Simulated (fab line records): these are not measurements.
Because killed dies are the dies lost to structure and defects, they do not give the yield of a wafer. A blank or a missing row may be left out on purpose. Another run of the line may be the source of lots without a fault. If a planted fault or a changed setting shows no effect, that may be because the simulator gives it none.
A struck lot beside a sound one	flow sky130	38 steps out of a route of 708
Sound: these wafers, L522.2, L522.3, L522.4. Struck: wafers L534.1, L534.2, L534.3. The cause is named last.
Order at every step that has rows: each side's tool, ch and its chambers, its first start. Under that, the readings that differ: sound wafers	struck wafers	difference of the means	sigmas: that difference in standard deviations of wafers without a fault.
alike: readings with means less than 2 such deviations apart, plus words and numbers identical on both sides. not compared: withheld readings, readings lacking a value on some wafer, bounds such as >300 that could conceal the same value, and numbers that have no deviation in the record and whose values overlap.
The two part at a step that has a row with sigmas, a row that says differs or no value, or rows on one side only. Numbers that don't overlap but have no deviation are shown without sigmas and don't part them. Lack of a reading on every wafer of one side parts them only where that side has two or more wafers.

first, 9 steps without rows for these wafers: SKY_VIA3_SPUTTER_20 (material TiN, target thk 20 nm, time 80 s); SKY_VIA3_CVD_21 (deposits W, target thk 390 nm, time 117.31 s); SKY_VIA3_CMP_24 (polishes, stops on SiO2, t overpolish 20 s, target thk 0 nm); SKY_METAL4_SPUTTER_00 (material Ti, target thk 15 nm, time 10 s); SKY_METAL4_SPUTTER_01 (material TiN, target thk 20 nm, time 16.7 s); SKY_METAL4_SPUTTER_02 (material AlCu, target thk 735 nm, time 39.1 s); SKY_METAL4_SPUTTER_03 (material Ti, target thk 5 nm, time 3.3 s); SKY_METAL4_SPUTTER_04 (material TiN, target thk 70 nm, time 58.3 s); SKY_CAP2M_CVD_00 (deposits SiO2, target thk 15.5 nm).
SKY_CAP2M_SPUTTER_02: material TiN, target thk 200 nm, time 166.7 s.
  sound on pvd-sputter-02 at day 42 19:00; struck on pvd-sputter-01 at day 45 22:46
reading	sound	struck	difference	sigmas
cathode-dc-power-W (W)	6500.1 6500.7 6499.1	5172.9 5169.1 5170.5	-1329.1	-99 or more
model.TiN_of_CAP2M_SPUTTER_02.thk-nm (nm)	197.3 199.8 198.2	159 158.7 157.6	-40	
  alike: chamber-pressure-pa, throttle-valve-pct
SKY_CAP2M_RS_MEAS_03: measures by four-point-probe.
  sound on film-metro-03 at day 42 19:08; struck on film-metro-04 at day 45 22:52
reading	sound	struck	difference	sigmas
CAP2M_TIN_RS (ohm/sq)	7.01 6.93 6.98	8.75 8.77 8.80	+1.80	+30
SKY_CAP2M_THK_MEAS_04: measures by xrf.
  sound on film-metro-03 at day 42 19:14; struck on film-metro-04 at day 45 22:59
reading	sound	struck	difference	sigmas
CAP2M_TIN_THK (nm)	195.7 199.0 196.8	157.4 156.4 156.4	-40.4	-27
then, 7 steps without rows for these wafers: SKY_CAP2M_DEHYDRATE_05 (time 60 s); SKY_CAP2M_HMDS_06 (prime time 60 s); SKY_CAP2M_COAT_07 (resist thk 1140 nm); SKY_CAP2M_SOFTBAKE_08 (time 60 s); SKY_CAP2M_EXPOSE_09 (exposes mask CAP2M, target cd 1000 nm); SKY_CAP2M_PEB_10; SKY_CAP2M_DEVELOP_11 (develop time 60 s).
SKY_CAP2M_METAL_ETCH_13: etches TiN in Cl2/BCl3, stops on SiO2, target depth 220 nm, time 62.9 s.
  sound on rie-metal-01 ch 0,1, day 43 18:12; struck on rie-metal-03 ch 0,1, day 46 18:37
reading	sound	struck	difference	sigmas
oes-product-au (a.u.)	0.937 0.945 0.937	0.828 0.823 0.826	-0.114	-17
throttle-valve-pct (%)	21.900 21.899 21.909	21.962 21.974 21.968	+0.065	+7
  alike: chamber-pressure-mTorr, drypump-motor-current-A, rf-fwd-power-W
  not compared: rf-hours-counter-h
then, 16 steps without rows for these wafers: SKY_CAP2M_STRIP_14 (strips in O2/N2); SKY_CAP2M_STRIP_15 (strips in post etch residue remover, time 1200 s); SKY_CAP2M_CLEAN_16 (cleans in IPA, time 180 s); SKY_CAP2M_CLEAN_17 (cleans in O3/DIW); SKY_METAL4_DEHYDRATE_05 (time 60 s); SKY_METAL4_HMDS_06 (prime time 60 s); SKY_METAL4_COAT_07 (resist thk 60 nm); SKY_METAL4_COAT_08 (resist thk 1140 nm); SKY_METAL4_SOFTBAKE_09 (time 90 s); SKY_METAL4_EXPOSE_10 (exposes mask MM4, target cd 300 nm); SKY_METAL4_PEB_11; SKY_METAL4_DEVELOP_12 (develop time 60 s); SKY_METAL4_DESCUM_15 (chemistry O2, time 8 s); SKY_METAL4_ETCH_16 (etches BARC in N2/H2, stops on SiO2, time 88.2 s, target depth 60 nm); SKY_METAL4_ETCH_17 (etches SiO2 in C4F8/O2/Ar, stops on TiN, time 3.9 s, target depth 15 nm); SKY_METAL4_METAL_ETCH_18 (etches the open film in Cl2/BCl3, stops on SiO2, target depth 845 nm, time 183.1 s).
SKY_METAL4_STRIP_20: strips in post etch residue remover, time 1200 s.
  sound on wet-bench-01 ch 0, day 44 17:47; struck on wet-bench-04 ch 1, day 47 16:14
reading	sound	struck	difference	sigmas
model.TiN_of_CAP2M_SPUTTER_02.thk-nm (nm)	196.5 199 197.3	158.1 157.8 156.8	-40.0	
  alike: bath-heat-duty-pct
-- the record jumps here: 3 days lie between the struck wafers' starts before and after (it left off in module METAL4 and takes up again in module PAD_OPEN, whose first step shown is number 708 of the route) --
SKY_PAD_OPEN_PROBE_99:
  sound on prober-01 at day 48 11:16; struck on prober-02 at day 50 21:35
reading	sound	struck	difference	sigmas
model.etest.cap-mim2.plate-ohm-sq	6.068 5.982 6.067	7.579 7.625 7.62	+1.569	
model.etest.cap-mim2.bv-v (V)	14.08 14.01 14.21	12.44 13.54 13.12	-1.07	
model.etest.cap-mim2.leak-log10-a-cm2	-8.779 -8.855 -9.11	-8.356 -8.37 -8.341	+0.559	
  alike: defect-limited-yield, killed_at_M0_to_M3, killed_at_M4_up, killed-at-contacts, killed-at-front-end, killed-at-other, killed-dies, killed-open, killed-short, sort_bin_3_pad_short, sort_bin_5_function, sort_bin_6_memory, sort-n-pass, sort-yield-pct

WHERE THEY PART
Last at SKY_CAP2M_METAL_ETCH_13 as far as this record goes, first at SKY_CAP2M_SPUTTER_02. Later steps at which nothing parts them and some readings are alike: SKY_METAL4_STRIP_20, SKY_PAD_OPEN_PROBE_99.

WHY: the cause the simulator had injected
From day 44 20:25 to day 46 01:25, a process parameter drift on pvd-sputter-01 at SKY_CAP2M_SPUTTER_02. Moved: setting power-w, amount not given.
